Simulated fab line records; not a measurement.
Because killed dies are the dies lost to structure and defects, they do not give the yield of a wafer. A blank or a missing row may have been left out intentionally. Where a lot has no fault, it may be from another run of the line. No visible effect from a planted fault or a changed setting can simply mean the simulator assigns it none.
Comparing a struck lot with a sound one    flow sky130    20 steps out of a route of 708
Sound: these wafers, L926.3, L926.5, L926.6. Struck: wafer L941.2; the same lot's L941.5 was not struck, so it is left out; see the end for the cause.
At each step with rows: each side's tool, then ch and its chambers, then its first start. Under that, the readings that differ: sound wafers    struck wafers    difference of the means    sigmas: that difference in standard deviations of wafers without a fault.
alike: readings whose means differ by less than 2 such deviations, and words and numbers that are the same on both sides. not compared: withheld readings, readings that some wafer has no value for, bounds like >300 that may hide the same value, and numbers for which the record gives no deviation and whose values overlap.
Wherever a step has rows on one side only, a row that says differs or no value, or a row with sigmas, the two part there. Numbers that have no deviation but don't overlap get no sigmas and don't part them. Lack of a reading on every wafer of one side parts them only where that side has two or more wafers.

SKY_SONOS_TUNNEL_TW_MEAS_12:
  struck on filmMetro-01, day 17 04:11; sound on filmMetro-02, day 12 06:46
  alike: SONOS_TUNNEL_TW
then, 2 steps without rows for these wafers: SKY_SONOS_TUNNEL_CLEAN_13 (cleans in dHF, time 20 s); SKY_SONOS_ONO_OXIDATION_00 (stabilise 600 s, purge 300 s, target thk 2.6 nm).
SKY_SONOS_ONO_THK_MEAS_01:
  struck on filmMetro-02, day 17 05:37; sound on filmMetro-03, day 12 09:00
  alike: SONOS_ONO_OXIDATION_THK
then, 1 step without rows for these wafers: SKY_SONOS_ONO_CVD_02 (deposits Si3N4 from DCS/NH3, target thk 10.5 nm, time 180 s).
SKY_SONOS_ONO_THK_MEAS_03:
  struck on filmMetro-01, day 17 12:41; sound on filmMetro-01, day 12 10:41
  alike: SONOS_ONO_CVD_02_THK
then, 1 step without rows for these wafers: SKY_SONOS_ONO_CVD_04 (deposits SiO2 from SiH4/N2O, target thk 5.7199 nm).
SKY_SONOS_ONO_THK_MEAS_05:
  struck on filmMetro-03, day 17 13:59; sound on filmMetro-01, day 12 12:00
  alike: SONOS_ONO_CVD_04_THK
then, 4 steps without rows for these wafers: SKY_SONOS_ONO_DEHYDRATE_06 (time 60 s); SKY_SONOS_ONO_HMDS_07 (prime time 60 s); SKY_SONOS_ONO_COAT_08 (resist thk 1140 nm); SKY_SONOS_ONO_SOFTBAKE_09 (time 60 s).
SKY_SONOS_ONO_EXPOSE_10: exposes mask ONOM, target cd 410 nm.
  sound on ilineStepper-01 ch 0, day 13 00:20; struck on ilineStepper-02 ch 0, day 18 05:16
  alike: mask, focusOffsetNm
then, 2 steps without rows for these wafers: SKY_SONOS_ONO_PEB_11; SKY_SONOS_ONO_DEVELOP_12 (develop time 60 s).
SKY_SONOS_ONO_CD_MEAS_13: target cd 410 nm.
  struck on cdSem-02, day 18 20:39; sound on cdSem-02, day 13 12:05
reading    sound              struck  difference  sigmas
cdNm (nm)  405.9 405.9 403.7  383.4   -21.8       -10
  not compared: hold
SKY_SONOS_ONO_OVL_MEAS_14:
  struck on overlay-01, day 19 06:36; sound on overlay-01, day 13 12:10
reading  sound  struck                   difference                    sigmas
hold     - - -  awaitDispo/9.8h/release  no value on the sound wafers  
  alike: SONOS_ONO_OVL
SKY_SONOS_ONO_ETCH_15: etches the open film in CHF3/O2, target depth 19.52 nm, time 7.8 s.
  sound on rieDiel-02 ch 2,3, day 13 12:12; struck on rieDiel-02 ch 1, day 19 06:38
reading                    sound            struck  difference  sigmas
model.SONOS_ONO.cdNm (nm)  406 405.7 403.8  383.6   -21.6       
  alike: drypumpMotorCurrentA, oesProductAu, throttleValvePct
  not compared: rfHoursCounterH
then, 1 step without rows for these wafers: SKY_SONOS_ONO_WET_ETCH_16 (etches SiO2 in dHF, target depth 14 nm, time 280 s).
-- record jumps: 31 days separate the struck wafers' starts on either side; left off in module SONOS_ONO, taken up again in module PAD_OPEN, whose first shown step is the route's number 708 --
SKY_PAD_OPEN_PROBE_99:
  struck on prober-01, day 50 01:07; sound on prober-01, day 46 22:22
  alike: killed_at_M0_to_M3, killed_at_M4_up, killedAtContacts, killedAtFrontEnd, killedAtOther, killedDies, killedOnRim, killedOpen, killedShort

WHERE THEY PART
Last at SKY_SONOS_ONO_OVL_MEAS_14 as far as this record goes, first at SKY_SONOS_ONO_CD_MEAS_13. Later steps at which nothing parts them and some readings are alike: SKY_SONOS_ONO_ETCH_15, SKY_PAD_OPEN_PROBE_99.

WHY: what the simulator had put in
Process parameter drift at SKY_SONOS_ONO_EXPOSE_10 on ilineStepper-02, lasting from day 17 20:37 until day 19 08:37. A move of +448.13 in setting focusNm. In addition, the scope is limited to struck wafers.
